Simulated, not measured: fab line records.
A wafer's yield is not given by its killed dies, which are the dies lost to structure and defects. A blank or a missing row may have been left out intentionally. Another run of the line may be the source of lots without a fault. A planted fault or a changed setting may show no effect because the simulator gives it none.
Shared-tool check + flow gf180mcu + Sample size 14 lots and 42 wafers

== THE REASON FOR OPENING IT ==
GF_HV_LDD_RS_MEAS_53, reading HV_LDD_RS: flagged on 2 of 14 lots. Fault-free wafers read 418.4 ohm/sq, with a standard deviation of 0.9.
Rule: flag the lot when none of its wafers has a number, or when each of its wafers that has one lies beyond 4 standard deviations from that mean. As for the other lots, they are considered sound.

| lot  | measured     | on            | HV_LDD_RS (ohm/sq), wafer by wafer | flag    |
|------|--------------|---------------|------------------------------------|---------|
| L468 | day 12 09:26 | film metro-01 | 418.7 419.1 418.2                  |         |
| L469 | day 12 13:46 | film metro-03 | 419.6 418.6 417.7                  |         |
| L472 | day 13 13:56 | film metro-04 | 416.8 417.2 417.1                  |         |
| L476 | day 14 19:11 | film metro-04 | 406.0 405.7 404.7                  | FLAGGED |
| L477 | day 15 07:52 | film metro-01 | 404.8 404.0 405.5                  | FLAGGED |
| L480 | day 16 16:16 | film metro-04 | 418.1 418.2 419.3                  |         |
| L483 | day 17 23:43 | film metro-04 | 417.6 418.3 419.1                  |         |
| L485 | day 18 04:10 | film metro-03 | 417.9 418.5 418.0                  |         |
| L486 | day 18 07:16 | film metro-01 | 419.0 420.0 419.2                  |         |
| L487 | day 18 18:39 | film metro-03 | 417.6 417.9 418.3                  |         |
| L488 | day 18 23:54 | film metro-03 | 418.5 418.0 418.7                  |         |
| L490 | day 19 19:37 | film metro-03 | 416.5 417.6 415.9                  |         |
| L489 | day 19 20:38 | film metro-04 | 418.1 418.4 418.8                  |         |
| L491 | day 20 08:27 | film metro-04 | 418.7 419.2 417.4                  |         |
On average the flagged lots' numbers are 405.1 ohm/sq, which is -13.3 ohm/sq against the usual, or -15 standard deviations.

== EACH LOT AND THE TOOL IT RAN ON ==
The record keeps 1 process step preceding the reading, out of 602 steps on the route. Read each cell as the tool, then ch plus the chambers that the sampled wafers visited, then the start.
| lot  | flag    | GF_HV_LDD_IMPLANT_33            |
|------|---------|---------------------------------|
| L468 |         | implanter-03 ch 0, day 11 12:56 |
| L469 |         | implanter-04 ch 0, day 11 17:58 |
| L472 |         | implanter-04 ch 0, day 12 16:59 |
| L476 | FLAGGED | implanter-04 ch 0, day 13 20:52 |
| L477 | FLAGGED | implanter-04 ch 0, day 14 10:31 |
| L480 |         | implanter-02 ch 0, day 15 16:49 |
| L483 |         | implanter-04 ch 0, day 17 00:07 |
| L485 |         | implanter-03 ch 0, day 17 04:31 |
| L486 |         | implanter-04 ch 0, day 17 07:23 |
| L487 |         | implanter-04 ch 0, day 17 17:10 |
| L488 |         | implanter-03 ch 0, day 17 23:37 |
| L490 |         | implanter-04 ch 0, day 18 18:25 |
| L489 |         | implanter-04 ch 0, day 18 19:25 |
| L491 |         | implanter-03 ch 0, day 19 07:22 |
What the steps here do:
- GF_HV_LDD_IMPLANT_33
- GF_HV_LDD_RS_MEAS_53: measures by four-point-probe.

== FLAGGED AGAINST TOTAL, ONE TOOL AT A TIME (gauges that did the reading follow at the end) ==
| step                 | tool          | lots run | flagged | share of the flagged lots | sound lots run after its first flagged lot |
|----------------------|---------------|----------|---------|---------------------------|--------------------------------------------|
| GF_HV_LDD_IMPLANT_33 | implanter-02  | 1        | 0       | none                      | -                                          |
| GF_HV_LDD_IMPLANT_33 | implanter-03  | 4        | 0       | none                      | -                                          |
| GF_HV_LDD_IMPLANT_33 | implanter-04  | 9        | 2       | all                       | 5 (L483,L486,L487,L490,L489)               |
| GF_HV_LDD_RS_MEAS_53 | film metro-01 | 3        | 1       | some                      | 1 (L486)                                   |
| GF_HV_LDD_RS_MEAS_53 | film metro-03 | 5        | 0       | none                      | -                                          |
| GF_HV_LDD_RS_MEAS_53 | film metro-04 | 6        | 1       | some                      | 4 (L480,L483,L489,L491)                    |

== WHAT THE TABLE ALLOWS ==
Rows of the table that ran each flagged lot: 1, that is implanter-04 at GF_HV_LDD_IMPLANT_33.
- implanter-04 at GF_HV_LDD_IMPLANT_33: 2 of its 9 lots flagged. Sound lots ran on it after the first flagged one (L483, L486, L487, L490, L489), which a lasting fault on the whole tool wouldn't allow. Its own readings lie more than 4 standard deviations out on every wafer of the flagged lots: beam energy keV.
No row of the table ran every flagged lot and no sound lot after the first.

== WHAT THE SIMULATOR HAD INSERTED ==
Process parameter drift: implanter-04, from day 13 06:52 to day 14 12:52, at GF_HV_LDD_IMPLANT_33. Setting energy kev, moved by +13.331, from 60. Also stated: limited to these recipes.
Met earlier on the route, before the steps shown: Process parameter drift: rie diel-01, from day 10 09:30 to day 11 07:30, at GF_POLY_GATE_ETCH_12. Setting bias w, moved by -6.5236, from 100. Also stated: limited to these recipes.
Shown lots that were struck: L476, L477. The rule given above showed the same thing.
